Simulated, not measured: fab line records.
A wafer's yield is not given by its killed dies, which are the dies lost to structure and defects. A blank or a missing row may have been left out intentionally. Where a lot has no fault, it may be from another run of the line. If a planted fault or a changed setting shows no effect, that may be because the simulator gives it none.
Comparing a struck lot with a sound one -- flow sky130 -- 17 out of 708 route steps
Sound: these wafers, L438.1, L438.3, L438.4. Wafers struck: L444.1, L444.2, L444.6. The cause is given at the end.
Each step with rows lists, per side, the tool, then ch with its chambers, then its first start. Under that, the readings that differ: sound wafers -- struck wafers -- difference of the means -- sigmas: that difference in standard deviations of wafers without a fault.
alike: words and numbers the same on both sides, and readings whose means are apart by under 2 such deviations; not compared: readings that were withheld, readings missing a value for some wafer, numbers with overlapping values and no deviation given by the record, and bounds like >300 which may hide the same value.
A row with sigmas, a row that says differs or no value, or rows on one side alone: a step with any of these is where the two part. Numbers that don't overlap but have no deviation are shown without sigmas and don't part them. A reading that every wafer of one side lacks parts them only if that side has two wafers or more.

first, 1 step without rows for these wafers: SKY_VT_ADJUST_NCORE_IMPLANT_09.
SKY_VT_ADJUST_NCORE_STRIP_10: strips in O2/N2.
  sound on plasma_asher-04 ch 0,1, day 9 22:26; struck on plasma_asher-02 ch 0,1, day 12 02:56
  alike: drypump_motor_current_A, oes_product_au, strip_time_to_endpoint_s
  not compared: rf_hours_counter_h
SKY_VT_ADJUST_NCORE_TW_MEAS_11:
  sound on film_metro-04 at day 9 22:32; struck on film_metro-04 at day 12 03:02
  alike: VT_ADJUST_NCORE_TW
then, 7 steps without rows for these wafers: SKY_VT_ADJUST_HVTR_DEHYDRATE_00 (time 60 s); SKY_VT_ADJUST_HVTR_HMDS_01 (prime time 60 s); SKY_VT_ADJUST_HVTR_COAT_02 (resist thk 1140 nm); SKY_VT_ADJUST_HVTR_SOFTBAKE_03 (time 60 s); SKY_VT_ADJUST_HVTR_EXPOSE_04 (exposes mask HVTRM, target cd 380 nm); SKY_VT_ADJUST_HVTR_PEB_05; SKY_VT_ADJUST_HVTR_DEVELOP_06 (develop time 60 s).
SKY_VT_ADJUST_HVTR_CD_MEAS_07: the cd target is 380 nm.
  sound on cd_sem-02 at day 10 20:43; struck on cd_sem-02 at day 13 04:08
  alike: cd_nm
SKY_VT_ADJUST_HVTR_OVL_MEAS_08:
  sound on overlay-01 at day 10 20:50; struck on overlay-01 at day 13 04:15
  alike: VT_ADJUST_HVTR_OVL
SKY_VT_ADJUST_HVTR_IMPLANT_09:
  sound on implanter-04 ch 0, day 10 20:53; struck on implanter-04 ch 0, day 13 04:17
reading,sound,struck,difference,sigmas
dose_ions_cm2,2.0992e+12 2.0962e+12 2.0974e+12,1.6801e+12 1.6783e+12 1.6788e+12,-4.1853e+11,-99 or more
faraday_current_uA,12.08 12.08 11.96,9.23 9.59 9.79,-2.50,-11
SKY_VT_ADJUST_HVTR_STRIP_10: strips in O2/N2.
  sound on plasma_asher-02 ch 0,1, day 10 21:02; struck on plasma_asher-02 ch 0,1, day 13 04:26
  alike: drypump_motor_current_A, oes_product_au, strip_time_to_endpoint_s
  not compared: rf_hours_counter_h
SKY_VT_ADJUST_HVTR_TW_MEAS_11:
  sound on film_metro-01 at day 10 21:08; struck on film_metro-02 at day 13 04:32
reading,sound,struck,difference,sigmas
VT_ADJUST_HVTR_TW,212.4 211.8 212.4,200.1 198.9 199.1,-12.8,-12
then, 1 step without rows for these wafers: SKY_VT_ADJUST_PCH_DEHYDRATE_00 (time 60 s).
-- here the record skips 36 days between the struck wafers' starts before and after, leaving off in module VT_ADJUST_PCH and picking up in module PAD_OPEN (first step shown: number 708 of the route) --
SKY_PAD_OPEN_PROBE_99:
  sound on prober-02 at day 47 01:47; struck on prober-02 at day 48 19:49
reading,sound,struck,difference,sigmas
model.etest.pfet_01v8_mvt.drive_ua_um,150.6 153.6 156.4,142.5 139.8 144.4,-11.3,
model.etest.pfet_01v8_mvt.off_log10_a_um,-10.07 -10.17 -10.05,-11.43 -11.48 -11.57,-1.40,
model.etest.pfet_01v8_mvt.vt_sat_v (V),-0.5298 -0.5254 -0.5161,-0.6264 -0.6419 -0.6361,-0.1110,
model.etest.pfet_01v8_mvt.vt_v (V),-0.6192 -0.6204 -0.6129,-0.7045 -0.715 -0.7156,-0.0942,
model.etest.pfet_01v8_mvt.vt_long_v (V),-0.8304 -0.8342 -0.8295,-0.9104 -0.918 -0.9157,-0.0833,
  alike: killed_at_M0_to_M3, killed_at_M4_up, killed_at_contacts, killed_at_front_end, killed_at_other, killed_dies, killed_open, killed_short

WHERE THEY PART
Last at SKY_VT_ADJUST_HVTR_TW_MEAS_11 as far as this record goes, first at SKY_VT_ADJUST_HVTR_IMPLANT_09. Later steps at which nothing parts them and some readings are alike: SKY_PAD_OPEN_PROBE_99.

WHY: what had been put in by the simulator
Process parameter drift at SKY_VT_ADJUST_HVTR_IMPLANT_09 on implanter-04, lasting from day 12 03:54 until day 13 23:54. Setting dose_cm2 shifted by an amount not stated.
